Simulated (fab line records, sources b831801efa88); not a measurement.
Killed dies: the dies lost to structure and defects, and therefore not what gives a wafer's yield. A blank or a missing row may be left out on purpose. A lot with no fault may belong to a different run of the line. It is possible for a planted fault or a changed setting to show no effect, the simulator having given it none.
One fault seen from 2 desks -- flow gf180mcu -- numbers are kept per desk, each desk with only its own; the story behind them comes last

## AT THE METROLOGY DESK
What the gauges read for every lot (on any tool): the sampled wafers with a number, averaged. Any lot whose mean is over 4 standard deviations away from the usual mean is out of limits and marked OUT; that distance is given in the brackets.
Columns: A = MVPSD_RS at GF_VT_IMPLANT_RS_MEAS_49, usual 1168.9 ohm/sq; B = NSD_RS at GF_PSD_RS_MEAS_14, usual 46.12 ohm/sq; C = PSD_RS at GF_PSD_RS_MEAS_15, usual 108.6 ohm/sq
lot,first seen here,A,B,C
L852,day 7 20:59,1166.4,46.05,108.4
L853,day 8 04:07,1167.3,46.11,108.6
L854,day 8 12:43,1168.6,46.15,108.7
L856,day 8 21:46,1171.3,46.18,108.4
L857,day 9 02:22,1166.2,46.01,108.4
L861,day 10 06:22,1172.0,44.71 (-16) OUT,103.4 (-17) OUT
L863,day 10 22:31,1167.6,44.69 (-16) OUT,103.9 (-15) OUT
L866,day 11 15:36,1171.8,45.98,108.2
L870,day 12 22:25,1164.8,46.09,108.6
L872,day 13 09:16,1167.0,46.12,108.6
L873,day 13 17:26,1168.7,46.16,108.6
L874,day 14 04:27,1168.1,46.18,109.1
This desk reports L861, L863 out of limits; the earliest was L861 at day 17 15:01 (NSD_RS at GF_PSD_RS_MEAS_14). In limits: L852, L853, L854, L856, L857, L866, L870, L872, L873, L874.

## TOOL OWNER'S DESK, rtp-anneal-02
The tool's own readings at GF_PSD_RTA_13 (time 20 s): means of the sampled wafers that have a number, for each lot that ran on this tool. Any lot whose mean is over 4 standard deviations away from the usual mean is out of limits and marked OUT; that distance is given in the brackets.
Columns: A = lamp-power-pct at GF_PSD_RTA_13, usual 28.0 %; B = wafer_temp_C_max at GF_PSD_RTA_13, usual 1029.2
lot,first seen here,A,B
L852,day 14 18:55,30.0,1029.3
L853,day 14 22:20,30.0,1029.0
L854,day 15 11:46,30.1,1028.7
L856,day 15 18:39,30.0,1028.9
L857,day 16 04:35,30.1,1028.9
L861,day 17 14:55,30.8,1038.4 (+10) OUT
L863,day 18 12:24,30.8,1039.0 (+11) OUT
L872,day 21 11:22,30.0,1028.9
This desk's finding: out of limits on L861, L863; first on L861, day 17 14:55 (wafer_temp_C_max at GF_PSD_RTA_13). In limits: L852, L853, L854, L856, L857, L872.

## TAKEN TOGETHER
At day 17 14:55, on L861, L863, the tool owner's desk was in a position to raise an alarm.
L861, L863 would have let the metrology desk raise an alarm at day 17 15:01.
GF_PSD_RTA_13 was run on rtp-anneal-02 by each of the lots named.

## WHAT THE SIMULATOR PUT IN
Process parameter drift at GF_PSD_RTA_13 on rtp-anneal-02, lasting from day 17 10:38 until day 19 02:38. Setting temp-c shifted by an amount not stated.
Shown lots that were struck: L861, L863.
Counting hours from when the fault started, the first reading out of limits came at 4 for the tool owner's desk and at 4 for the metrology desk.
